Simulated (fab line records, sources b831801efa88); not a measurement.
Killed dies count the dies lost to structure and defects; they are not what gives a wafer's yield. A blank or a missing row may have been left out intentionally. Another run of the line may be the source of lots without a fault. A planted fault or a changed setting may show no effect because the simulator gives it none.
Struck lot and sound lot, side by side | flow sfq_line | 14 steps out of a route of 325
Sound: wafers L917.1, L917.2, L917.5. Struck: wafer L923.1. (L923.4, L923.5 of the same lot were not struck and are left out.) The cause comes at the end.
Each step with rows lists, per side, the tool, then ch with its chambers, then its first start. Under that, the readings that differ: sound wafers | struck wafers | difference of the means | sigmas: that difference in standard deviations of wafers without a fault.
alike: readings with means less than 2 such deviations apart, plus words and numbers identical on both sides. not compared: withheld readings, readings lacking a value on some wafer, bounds such as >300 that could conceal the same value, and numbers that have no deviation in the record and whose values overlap.
A row with sigmas, a row that says differs or no value, or rows on one side alone: a step with any of these is where the two part. Non-overlapping numbers with no deviation appear without sigmas and do not part them. A reading that every wafer of one side lacks parts them only if that side has two wafers or more.

first, 2 steps without rows for these wafers: SFQ_TRILAYER_I3_VIA_STRIP_SOLV_CLEAN_090 (cleans in NMP, time 600 s); SFQ_TRILAYER_M4_DEP_PRE_CLEAN_092 (time 22.5 s).
SFQ_TRILAYER_M4_DEP_SPUTTER_091: material Nb, target thk 200 nm, time 133.3 s.
  sound on pvd_sputter-05 at day 44 14:13; struck on pvd_sputter-05 at day 46 17:40
  reading                         | sound       | struck | difference | sigmas
  resputter_cathode_voltage_v (V) | 402 400 405 | 393    | -9         | -2
  alike: throttle_valve_pct
SFQ_M4_RS_MEAS_924: the measuring method here is four-point-probe.
  sound on film_metro-01 at day 44 14:19; struck on film_metro-02 at day 46 17:45
  reading           | sound             | struck | difference | sigmas
  M4_NB_RS (ohm/sq) | 0.906 0.916 0.912 | 0.883  | -0.028     | -3
then, 6 steps without rows for these wafers: SFQ_TRILAYER_M4_LITHO_COAT_098 (resist thk 62 nm); SFQ_TRILAYER_M4_LITHO_COAT_093 (resist thk 600 nm); SFQ_TRILAYER_M4_LITHO_SOFTBAKE_097; SFQ_TRILAYER_M4_LITHO_EXPOSE_094 (exposes mask M4, target cd 500 nm); SFQ_TRILAYER_M4_LITHO_PEB_096 (peb time 60 s); SFQ_TRILAYER_M4_LITHO_DEVELOP_095 (time 60 s).
SFQ_M4_OVL_MEAS_926:
  sound on overlay-02 at day 44 23:59; struck on overlay-02 at day 46 20:19
  alike: M4_OVL
SFQ_TRILAYER_M4_BARC_OPEN_METAL_ETCH_123: etches BARC in O2, target depth 125 nm, time 41.7 s.
  sound on rie_metal-02 ch 0,1, day 45 00:01; struck on rie_metal-03 ch 0, day 46 20:20
  reading                                             | sound             | struck | difference | sigmas
  oes_product_au (a.u.)                               | 0.686 0.688 0.688 | 0.664  | -0.023     | -5
  run_length_s (s)                                    | 70.3 69.8 70.2    | 73.6   | +3.5       | +5
  model.KrF_of_TRILAYER_M4_LITHO_COAT_093.thk_nm (nm) | 523 524.3 524     | 521.6  | -2.2       |
  alike: drypump_motor_current_A
  not compared: rf_hours_counter_h
SFQ_TRILAYER_M4_ETCH_METAL_ETCH_096: etches Nb in Cl2/Ar, stops on SiO2, target depth 240 nm, time 120 s.
  sound on rie_metal-02 ch 0,1, day 45 00:04; struck on rie_metal-03 ch 0, day 46 20:24
  reading               | sound             | struck | difference | sigmas
  oes_product_au (a.u.) | 0.882 0.879 0.882 | 0.894  | +0.013     | +2
  alike: drypump_motor_current_A, run_length_s
  not compared: rf_hours_counter_h, model.KrF_of_TRILAYER_M4_LITHO_COAT_093.thk_nm
SFQ_TRILAYER_M4_STRIP_STRIP_097: strips in O2.
  sound on rie_metal-02 ch 0,1, day 45 00:12; struck on rie_metal-03 ch 0, day 46 20:32
  alike: drypump_motor_current_A, oes_product_au
  not compared: rf_hours_counter_h

== WHERE THEY PART ==
First at SFQ_TRILAYER_M4_DEP_SPUTTER_091; last, within this record, at SFQ_TRILAYER_M4_ETCH_METAL_ETCH_096. Later steps at which nothing parts them and some readings are alike: SFQ_TRILAYER_M4_STRIP_STRIP_097.

WHY: whatever the simulator had introduced
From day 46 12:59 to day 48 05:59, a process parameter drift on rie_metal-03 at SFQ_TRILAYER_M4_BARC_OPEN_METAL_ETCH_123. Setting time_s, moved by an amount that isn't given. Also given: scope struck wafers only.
